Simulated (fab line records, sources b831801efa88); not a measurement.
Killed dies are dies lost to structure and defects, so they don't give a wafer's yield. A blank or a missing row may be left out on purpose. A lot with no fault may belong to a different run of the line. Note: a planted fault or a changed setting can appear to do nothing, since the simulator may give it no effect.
fab line records / flow gf180mcu
[record] lots = 5 wafers = 15 last-day = 34
route steps=602 shown MVPSD@82 VT_IMPLANT@90
lots untouched by any fault: they come from a run of this same line in which no faults occurred
start-h: hours from the record's first day to the start of the lot's first wafer shown / wait-h: hours since the lot's step before / " as in the row above / L1.1+2: several wafers, shown together as one row / - no value, or no start was given / * or withheld: withheld / < > ~ a bound
route shown NAME@n: NAME is a module with steps in the file, n the number in the route of the first one / usual: mean/standard deviation taken from wafers without a fault / same: alike in all rows / chamber/n: place in a boat / sites: each site's reading / _std_site: the standard deviation of these / _edge_site: the outer-site mean with the inner-site mean subtracted / radius-mm: for every site, how far away it sits from the centre of the wafer / mask NAME#n: copy n / behind: the most recent tool/chamber to have shaped the wafer / hold: why the lot was held/for how many hours/how that ended / device: which transistor (n, p or np) failed to switch / end of line: tests run on the same wafers once the route is complete / step lacking rows: just its recipe / killed: dies that structure and defects cost at the first sort, which is not the same as the wafer's yield / map: the dies of a wafer, with x for killed, . for not killed, _ for no die there
set.NAME: the run value of the setting; set.NAME@STEP: its run value at that earlier step / model.NAME: the simulator's own value behind a step, which no gauge read
lots at selected steps of the route; one table per step, one row per wafer
services: when a tool's chamber went out of use (start-h, in hours from the record's first day, below 0 if earlier), for how many hours, and the reason
[[steps]]
[step GF_MVPSD_EXPOSE_04]
[recipe] mask-id = MVPSD target-cd-nm = 1000 na = 0.6 source-shape = conventional sigma-outer = 0.6 dose-mj = 260
[step GF_MVPSD_PEB_05]
[recipe] temp-c = 115 time-s = withheld
[step GF_MVPSD_DEVELOP_06]
[recipe] wall-angle-deg = 90 develop-time-s = 60 dev-temp-c = 23
[step GF_MVPSD_OVL_MEAS_07]
[usual] MVPSD_OVL = 0.9/1.3
lot.wafer=L551.4 tool=overlay-02 chamber=- start-h=123.40 wait-h=- MVPSD_OVL[nm]=0.1
lot.wafer=L551.5 tool=overlay-02 chamber=- start-h=123.40 wait-h=- MVPSD_OVL[nm]=1.2
lot.wafer=L551.6 tool=overlay-02 chamber=- start-h=123.40 wait-h=- MVPSD_OVL[nm]=1.0
lot.wafer=L558.2 tool=overlay-01 chamber=- start-h=165.41 wait-h=- MVPSD_OVL[nm]=1.6
lot.wafer=L558.5 tool=overlay-01 chamber=- start-h=165.41 wait-h=- MVPSD_OVL[nm]=-0.5
lot.wafer=L558.6 tool=overlay-01 chamber=- start-h=165.41 wait-h=- MVPSD_OVL[nm]=1.7
lot.wafer=L563.2 tool=overlay-01 chamber=- start-h=198.66 wait-h=- MVPSD_OVL[nm]=0.0
lot.wafer=L563.3 tool=overlay-01 chamber=- start-h=198.66 wait-h=- MVPSD_OVL[nm]=0.6
lot.wafer=L563.4 tool=overlay-01 chamber=- start-h=198.66 wait-h=- MVPSD_OVL[nm]=0.7
lot.wafer=L564.1 tool=overlay-01 chamber=- start-h=208.98 wait-h=- MVPSD_OVL[nm]=1.0
lot.wafer=L564.3 tool=overlay-01 chamber=- start-h=208.98 wait-h=- MVPSD_OVL[nm]=-1.9
lot.wafer=L564.4 tool=overlay-01 chamber=- start-h=208.98 wait-h=- MVPSD_OVL[nm]=-0.4
lot.wafer=L570.2 tool=overlay-02 chamber=- start-h=236.66 wait-h=- MVPSD_OVL[nm]=0.2
lot.wafer=L570.3 tool=overlay-02 chamber=- start-h=236.66 wait-h=- MVPSD_OVL[nm]=1.6
lot.wafer=L570.5 tool=overlay-02 chamber=- start-h=236.66 wait-h=- MVPSD_OVL[nm]=-0.1
[step GF_MVPSD_IMPLANT_08]
[recipe] species = B energy-kev = 170 dose-cm2 = 1.5e+13 tilt-deg = 0
[step GF_MVPSD_IMPLANT_09]
[recipe] species = B energy-kev = 40 dose-cm2 = 5e+12 tilt-deg = 0
[step GF_MVPSD_STRIP_10]
[recipe] chemistry = O2/N2 power-w = 1400 pressure-mtorr = 1500 platen-temp-c = 250 o2-flow-sccm = 3000 n2-flow-sccm = 300 overash-fraction = 0.5
[usual] drypump-motor-current-A = 5.7/0.38 heater-power-w = 363/23 o2-flow-sccm = 2999/8.7 oes-product-au = 0.722/0.0051 strip-time-to-endpoint-s = 36.95/0.082
lot.wafer=L551.4 tool=plasma-asher-04 chamber=0 start-h=123.76 wait-h=0.1 drypump-motor-current-A=5.5 heater-power-w=356 o2-flow-sccm=2999 oes-product-au=0.724 rf-hours-counter-h=- strip-time-to-endpoint-s=36.79
lot.wafer=L551.5 tool=plasma-asher-04 chamber=0 start-h=123.76 wait-h=0.1 drypump-motor-current-A=5.5 heater-power-w=353 o2-flow-sccm=2993 oes-product-au=0.729 rf-hours-counter-h=- strip-time-to-endpoint-s=36.92
lot.wafer=L551.6 tool=plasma-asher-04 chamber=1 start-h=123.76 wait-h=0.1 drypump-motor-current-A=5.9 heater-power-w=372 o2-flow-sccm=3004 oes-product-au=0.720 rf-hours-counter-h=- strip-time-to-endpoint-s=36.85
lot.wafer=L558.2 tool=plasma-asher-03 chamber=0 start-h=165.74 wait-h=0.1 drypump-motor-current-A=5.5 heater-power-w=353 o2-flow-sccm=3008 oes-product-au=0.721 rf-hours-counter-h=36 strip-time-to-endpoint-s=36.95
lot.wafer=L558.5 tool=plasma-asher-03 chamber=1 start-h=165.74 wait-h=0.1 drypump-motor-current-A=6.3 heater-power-w=347 o2-flow-sccm=2995 oes-product-au=0.728 rf-hours-counter-h=- strip-time-to-endpoint-s=36.93
lot.wafer=L558.6 tool=plasma-asher-03 chamber=0 start-h=165.74 wait-h=0.1 drypump-motor-current-A=5.5 heater-power-w=362 o2-flow-sccm=2998 oes-product-au=0.723 rf-hours-counter-h=- strip-time-to-endpoint-s=36.91
lot.wafer=L563.2 tool=plasma-asher-01 chamber=0 start-h=198.99 wait-h=0.1 drypump-motor-current-A=5.6 heater-power-w=325 o2-flow-sccm=2975 oes-product-au=0.729 rf-hours-counter-h=8 strip-time-to-endpoint-s=36.85
lot.wafer=L563.3 tool=plasma-asher-01 chamber=0 start-h=198.99 wait-h=0.1 drypump-motor-current-A=5.6 heater-power-w=328 o2-flow-sccm=2979 oes-product-au=0.720 rf-hours-counter-h=- strip-time-to-endpoint-s=36.88
lot.wafer=L563.4 tool=plasma-asher-01 chamber=1 start-h=198.99 wait-h=0.1 drypump-motor-current-A=5.1 heater-power-w=410 o2-flow-sccm=2997 oes-product-au=0.723 rf-hours-counter-h=- strip-time-to-endpoint-s=36.78
lot.wafer=L564.1 tool=plasma-asher-03 chamber=0 start-h=209.32 wait-h=0.1 drypump-motor-current-A=5.5 heater-power-w=362 o2-flow-sccm=2999 oes-product-au=0.719 rf-hours-counter-h=41 strip-time-to-endpoint-s=37.03
lot.wafer=L564.3 tool=plasma-asher-03 chamber=1 start-h=209.32 wait-h=0.1 drypump-motor-current-A=6.3 heater-power-w=343 o2-flow-sccm=2995 oes-product-au=0.731 rf-hours-counter-h=- strip-time-to-endpoint-s=37.06
lot.wafer=L564.4 tool=plasma-asher-03 chamber=0 start-h=209.32 wait-h=0.1 drypump-motor-current-A=5.5 heater-power-w=362 o2-flow-sccm=2998 oes-product-au=0.706 rf-hours-counter-h=- strip-time-to-endpoint-s=36.99
lot.wafer=L570.2 tool=plasma-asher-01 chamber=0 start-h=236.99 wait-h=0.1 drypump-motor-current-A=5.6 heater-power-w=331 o2-flow-sccm=2985 oes-product-au=0.725 rf-hours-counter-h=12 strip-time-to-endpoint-s=36.86
lot.wafer=L570.3 tool=plasma-asher-01 chamber=0 start-h=236.99 wait-h=0.1 drypump-motor-current-A=5.6 heater-power-w=326 o2-flow-sccm=2990 oes-product-au=0.722 rf-hours-counter-h=- strip-time-to-endpoint-s=36.85
lot.wafer=L570.5 tool=plasma-asher-01 chamber=0 start-h=236.99 wait-h=0.1 drypump-motor-current-A=5.6 heater-power-w=323 o2-flow-sccm=3003 oes-product-au=0.722 rf-hours-counter-h=- strip-time-to-endpoint-s=36.86
[step GF_MVPSD_TW_MEAS_11]
[usual] MVPSD_TW = 556/5.9
lot.wafer=L551.4 tool=film-metro-03 chamber=- start-h=123.85 wait-h=0.1 MVPSD_TW=558
lot.wafer=L551.5 tool=film-metro-03 chamber=- start-h=123.85 wait-h=0.1 MVPSD_TW=558
lot.wafer=L551.6 tool=film-metro-03 chamber=- start-h=123.85 wait-h=0.1 MVPSD_TW=560
lot.wafer=L558.2 tool=film-metro-02 chamber=- start-h=165.85 wait-h=0.1 MVPSD_TW=542
lot.wafer=L558.5 tool=film-metro-02 chamber=- start-h=165.85 wait-h=0.1 MVPSD_TW=545
lot.wafer=L558.6 tool=film-metro-02 chamber=- start-h=165.85 wait-h=0.1 MVPSD_TW=545
lot.wafer=L563.2 tool=film-metro-03 chamber=- start-h=199.10 wait-h=0.1 MVPSD_TW=559
lot.wafer=L563.3 tool=film-metro-03 chamber=- start-h=199.10 wait-h=0.1 MVPSD_TW=558
lot.wafer=L563.4 tool=film-metro-03 chamber=- start-h=199.10 wait-h=0.1 MVPSD_TW=560
lot.wafer=L564.1 tool=film-metro-03 chamber=- start-h=209.42 wait-h=0.1 MVPSD_TW=557
lot.wafer=L564.3 tool=film-metro-03 chamber=- start-h=209.42 wait-h=0.1 MVPSD_TW=556
lot.wafer=L564.4 tool=film-metro-03 chamber=- start-h=209.42 wait-h=0.1 MVPSD_TW=555
lot.wafer=L570.2 tool=film-metro-03 chamber=- start-h=237.10 wait-h=0.1 MVPSD_TW=554
lot.wafer=L570.3 tool=film-metro-03 chamber=- start-h=237.10 wait-h=0.1 MVPSD_TW=556
lot.wafer=L570.5 tool=film-metro-03 chamber=- start-h=237.10 wait-h=0.1 MVPSD_TW=558
[step GF_VT_IMPLANT_DEHYDRATE_00]
[recipe] temp-c = 200 time-s = 60
[step GF_VT_IMPLANT_HMDS_01]
[recipe] prime-time-s = 60 prime-temp-c = 120
[step GF_VT_IMPLANT_COAT_02]
[recipe] resist = NOVOLAK spin-rpm = 3020 resist-thk-nm = 1000
[step GF_VT_IMPLANT_SOFTBAKE_03]
[recipe] temp-c = 90 time-s = 60 resist = NOVOLAK
[step GF_VT_IMPLANT_EXPOSE_04]
[recipe] mask-id = LVPWELL_LV_AREA target-cd-nm = 600 na = 0.6 source-shape = conventional sigma-outer = 0.6 dose-mj = 140
lot.wafer=L551.4+5+6 tool=iline-stepper-02 chamber=0 start-h=131.23 wait-h=- mask=LVPWELL_LV_AREA#0
lot.wafer=L558.2+5+6 tool=iline-stepper-01 chamber=0 start-h=174.09 wait-h=- mask=MVSD#0
lot.wafer=L563.2+3+4 tool=iline-stepper-02 chamber=0 start-h=207.77 wait-h=- mask=LVPWELL_LV_AREA#0
lot.wafer=L564.1+3+4 tool=iline-stepper-01 chamber=0 start-h=218.23 wait-h=- mask=LVPWELL_LV_AREA#0
lot.wafer=L570.2+3+5 tool=iline-stepper-02 chamber=0 start-h=246.74 wait-h=- mask=LVPWELL_LV_AREA#0
[step GF_VT_IMPLANT_PEB_05]
[recipe] temp-c = withheld time-s = * resist = NOVOLAK
[step GF_VT_IMPLANT_DEVELOP_06]
[recipe] develop-time-s = 60 dev-temp-c = 23
[step GF_VT_IMPLANT_OVL_MEAS_07]
[usual] VT_IMPLANT_OVL = -0.2/1.3
lot.wafer=L551.4 tool=overlay-02 chamber=- start-h=138.61 wait-h=0.1 VT_IMPLANT_OVL[nm]=0.1
lot.wafer=L551.5 tool=overlay-02 chamber=- start-h=138.61 wait-h=0.1 VT_IMPLANT_OVL[nm]=-1.4
lot.wafer=L551.6 tool=overlay-02 chamber=- start-h=138.61 wait-h=0.1 VT_IMPLANT_OVL[nm]=0.8
lot.wafer=L558.2 tool=overlay-01 chamber=- start-h=182.30 wait-h=0.1 VT_IMPLANT_OVL[nm]=-
lot.wafer=L558.5 tool=overlay-01 chamber=- start-h=182.30 wait-h=0.1 VT_IMPLANT_OVL[nm]=-
lot.wafer=L558.6 tool=overlay-01 chamber=- start-h=182.30 wait-h=0.1 VT_IMPLANT_OVL[nm]=-
lot.wafer=L563.2 tool=overlay-02 chamber=- start-h=216.86 wait-h=0.1 VT_IMPLANT_OVL[nm]=-0.2
lot.wafer=L563.3 tool=overlay-02 chamber=- start-h=216.86 wait-h=0.1 VT_IMPLANT_OVL[nm]=0.0
lot.wafer=L563.4 tool=overlay-02 chamber=- start-h=216.86 wait-h=0.1 VT_IMPLANT_OVL[nm]=0.5
lot.wafer=L564.1 tool=overlay-02 chamber=- start-h=226.89 wait-h=0.1 VT_IMPLANT_OVL[nm]=-0.9
lot.wafer=L564.3 tool=overlay-02 chamber=- start-h=226.89 wait-h=0.1 VT_IMPLANT_OVL[nm]=-2.6
lot.wafer=L564.4 tool=overlay-02 chamber=- start-h=226.89 wait-h=0.1 VT_IMPLANT_OVL[nm]=-1.2
lot.wafer=L570.2 tool=overlay-01 chamber=- start-h=256.36 wait-h=0.1 VT_IMPLANT_OVL[nm]=0.5
lot.wafer=L570.3 tool=overlay-01 chamber=- start-h=256.36 wait-h=0.1 VT_IMPLANT_OVL[nm]=0.6
lot.wafer=L570.5 tool=overlay-01 chamber=- start-h=256.36 wait-h=0.1 VT_IMPLANT_OVL[nm]=0.5
[step GF_VT_IMPLANT_IMPLANT_08]
[recipe] species = BF2 energy-kev = 20 dose-cm2 = 8.29e+12 tilt-deg = 7
[step GF_VT_IMPLANT_STRIP_09]
[recipe] chemistry = O2/N2 power-w = 1400 pressure-mtorr = 1500 platen-temp-c = 250 o2-flow-sccm = 3000 n2-flow-sccm = 300 overash-fraction = 0.5
[usual] drypump-motor-current-A = 5.7/0.3 heater-power-w = 344/37 o2-flow-sccm = 3001/9.6 oes-product-au = 0.717/0.0044 strip-time-to-endpoint-s = 12.57/0.039
lot.wafer=L551.4 tool=plasma-asher-03 chamber=0 start-h=138.82 wait-h=0.1 drypump-motor-current-A=5.5 heater-power-w=358 o2-flow-sccm=3001 oes-product-au=0.709 rf-hours-counter-h=- strip-time-to-endpoint-s=12.62
lot.wafer=L551.5 tool=plasma-asher-03 chamber=1 start-h=138.82 wait-h=0.1 drypump-motor-current-A=6.3 heater-power-w=352 o2-flow-sccm=3001 oes-product-au=0.720 rf-hours-counter-h=- strip-time-to-endpoint-s=12.63
lot.wafer=L551.6 tool=plasma-asher-03 chamber=0 start-h=138.82 wait-h=0.1 drypump-motor-current-A=5.5 heater-power-w=357 o2-flow-sccm=2988 oes-product-au=0.722 rf-hours-counter-h=- strip-time-to-endpoint-s=12.62
lot.wafer=L558.2 tool=plasma-asher-03 chamber=1 start-h=182.48 wait-h=0.1 drypump-motor-current-A=6.3 heater-power-w=346 o2-flow-sccm=3012 oes-product-au=0.711 rf-hours-counter-h=38 strip-time-to-endpoint-s=12.59
lot.wafer=L558.5 tool=plasma-asher-03 chamber=1 start-h=182.48 wait-h=0.1 drypump-motor-current-A=6.3 heater-power-w=357 o2-flow-sccm=2996 oes-product-au=0.715 rf-hours-counter-h=- strip-time-to-endpoint-s=12.59
lot.wafer=L558.6 tool=plasma-asher-03 chamber=0 start-h=182.48 wait-h=0.1 drypump-motor-current-A=5.5 heater-power-w=362 o2-flow-sccm=2979 oes-product-au=0.720 rf-hours-counter-h=- strip-time-to-endpoint-s=12.59
lot.wafer=L563.2 tool=plasma-asher-04 chamber=1 start-h=217.04 wait-h=0.1 drypump-motor-current-A=5.9 heater-power-w=368 o2-flow-sccm=3003 oes-product-au=0.708 rf-hours-counter-h=56 strip-time-to-endpoint-s=12.65
lot.wafer=L563.3 tool=plasma-asher-04 chamber=0 start-h=217.04 wait-h=0.1 drypump-motor-current-A=5.5 heater-power-w=368 o2-flow-sccm=3008 oes-product-au=0.713 rf-hours-counter-h=- strip-time-to-endpoint-s=12.60
lot.wafer=L563.4 tool=plasma-asher-04 chamber=1 start-h=217.04 wait-h=0.1 drypump-motor-current-A=5.9 heater-power-w=366 o2-flow-sccm=3026 oes-product-au=0.721 rf-hours-counter-h=- strip-time-to-endpoint-s=12.59
lot.wafer=L564.1 tool=plasma-asher-02 chamber=1 start-h=227.08 wait-h=0.1 drypump-motor-current-A=5.6 heater-power-w=265 o2-flow-sccm=3009 oes-product-au=0.706 rf-hours-counter-h=56 strip-time-to-endpoint-s=12.62
lot.wafer=L564.3 tool=plasma-asher-02 chamber=0 start-h=227.08 wait-h=0.1 drypump-motor-current-A=5.6 heater-power-w=368 o2-flow-sccm=2996 oes-product-au=0.719 rf-hours-counter-h=- strip-time-to-endpoint-s=12.63
lot.wafer=L564.4 tool=plasma-asher-02 chamber=1 start-h=227.08 wait-h=0.1 drypump-motor-current-A=5.6 heater-power-w=263 o2-flow-sccm=2999 oes-product-au=0.716 rf-hours-counter-h=- strip-time-to-endpoint-s=12.61
lot.wafer=L570.2 tool=plasma-asher-04 chamber=1 start-h=256.54 wait-h=0.1 drypump-motor-current-A=5.9 heater-power-w=367 o2-flow-sccm=2994 oes-product-au=0.714 rf-hours-counter-h=60 strip-time-to-endpoint-s=12.58
lot.wafer=L570.3 tool=plasma-asher-04 chamber=0 start-h=256.54 wait-h=0.1 drypump-motor-current-A=5.5 heater-power-w=356 o2-flow-sccm=2997 oes-product-au=0.714 rf-hours-counter-h=- strip-time-to-endpoint-s=12.59
lot.wafer=L570.5 tool=plasma-asher-04 chamber=1 start-h=256.54 wait-h=0.1 drypump-motor-current-A=5.9 heater-power-w=367 o2-flow-sccm=3000 oes-product-au=0.721 rf-hours-counter-h=- strip-time-to-endpoint-s=12.58
[step GF_VT_IMPLANT_TW_MEAS_10]
[usual] VT_IMPLANT_TW = 567.8/2.7
lot.wafer=L551.4 tool=film-metro-03 chamber=- start-h=138.91 wait-h=0.1 hold=- VT_IMPLANT_TW=571.8
lot.wafer=L551.5 tool=film-metro-03 chamber=- start-h=138.91 wait-h=0.1 hold=- VT_IMPLANT_TW=571.0
lot.wafer=L551.6 tool=film-metro-03 chamber=- start-h=138.91 wait-h=0.1 hold=- VT_IMPLANT_TW=571.6
lot.wafer=L558.2 tool=film-metro-04 chamber=- start-h=182.59 wait-h=0.1 hold=await-dispo/0.2h/release VT_IMPLANT_TW=30.4
lot.wafer=L558.5 tool=film-metro-04 chamber=- start-h=182.59 wait-h=0.1 hold=await-dispo/0.2h/release VT_IMPLANT_TW=30.4
lot.wafer=L558.6 tool=film-metro-04 chamber=- start-h=182.59 wait-h=0.1 hold=await-dispo/0.2h/release VT_IMPLANT_TW=30.3
lot.wafer=L558.2 tool=film-metro-04 chamber=- start-h=182.82 wait-h=0.2 hold=- VT_IMPLANT_TW=30.4
lot.wafer=L558.5 tool=film-metro-04 chamber=- start-h=182.82 wait-h=0.2 hold=- VT_IMPLANT_TW=30.2
lot.wafer=L558.6 tool=film-metro-04 chamber=- start-h=182.82 wait-h=0.2 hold=- VT_IMPLANT_TW=30.3
lot.wafer=L563.2 tool=film-metro-03 chamber=- start-h=217.15 wait-h=0.1 hold=- VT_IMPLANT_TW=568.4
lot.wafer=L563.3 tool=film-metro-03 chamber=- start-h=217.15 wait-h=0.1 hold=- VT_IMPLANT_TW=570.4
lot.wafer=L563.4 tool=film-metro-03 chamber=- start-h=217.15 wait-h=0.1 hold=- VT_IMPLANT_TW=572.6
lot.wafer=L564.1 tool=film-metro-01 chamber=- start-h=227.18 wait-h=0.1 hold=- VT_IMPLANT_TW=569.2
lot.wafer=L564.3 tool=film-metro-01 chamber=- start-h=227.18 wait-h=0.1 hold=- VT_IMPLANT_TW=566.9
lot.wafer=L564.4 tool=film-metro-01 chamber=- start-h=227.18 wait-h=0.1 hold=- VT_IMPLANT_TW=566.1
lot.wafer=L570.2 tool=film-metro-01 chamber=- start-h=256.65 wait-h=0.1 hold=- VT_IMPLANT_TW=570.4
lot.wafer=L570.3 tool=film-metro-01 chamber=- start-h=256.65 wait-h=0.1 hold=- VT_IMPLANT_TW=569.5
lot.wafer=L570.5 tool=film-metro-01 chamber=- start-h=256.65 wait-h=0.1 hold=- VT_IMPLANT_TW=568.3
[[services]]
tool=iline-stepper-02 chamber=- start-h=103.33 hours=11.0 kind=repair
tool=plasma-asher-01 chamber=- start-h=108.77 hours=9.0 kind=pm
tool=plasma-asher-01 chamber=0 start-h=108.77 hours=9.0 kind=vent-cycle
tool=plasma-asher-01 chamber=1 start-h=108.77 hours=9.0 kind=vent-cycle
tool=plasma-asher-01 chamber=0 start-h=117.77 hours=- kind=clean
tool=plasma-asher-01 chamber=1 start-h=117.77 hours=- kind=clean
tool=plasma-asher-01 chamber=- start-h=123.03 hours=3.6 kind=repair
tool=iline-stepper-02 chamber=- start-h=124.06 hours=1.4 kind=repair
tool=iline-stepper-01 chamber=- start-h=153.27 hours=11.3 kind=repair
tool=iline-stepper-02 chamber=- start-h=168.38 hours=2.1 kind=pm
tool=iline-stepper-02 chamber=- start-h=170.46 hours=- kind=consumable-replace:lamp
tool=iline-stepper-01 chamber=0 start-h=189.84 hours=- kind=calibration
tool=iline-stepper-01 chamber=- start-h=216.40 hours=1.7 kind=pm
tool=iline-stepper-02 chamber=- start-h=253.57 hours=1.7 kind=pm
tool=plasma-asher-01 chamber=- start-h=255.60 hours=0.8 kind=repair
[[key]]
[first-sign] step = GF_VT_IMPLANT_EXPOSE_04 reading = mask direction = changed
[effect] step = GF_VT_IMPLANT_OVL_MEAS_07 reading = VT_IMPLANT_OVL direction = missing
[effect] step = GF_VT_IMPLANT_TW_MEAS_10 reading = visit direction = added
[effect] step = GF_VT_IMPLANT_TW_MEAS_10 reading = VT_IMPLANT_TW direction = down sigmas = 99+ usual = 567.8 struck = 30.4
met-at GF_VT_IMPLANT_EXPOSE_04
struck-wafers L558.2,L558.5,L558.6
scrapped-behind GF_VT_IMPLANT_TW_MEAS_10 L558.2,L558.5,L558.6
[fault] kind = wrong-mask tool = any chamber = - onset-h = 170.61 steps = GF_VT_IMPLANT_EXPOSE_04 aux-copy = MVSD#0 scope = struck-lots-only
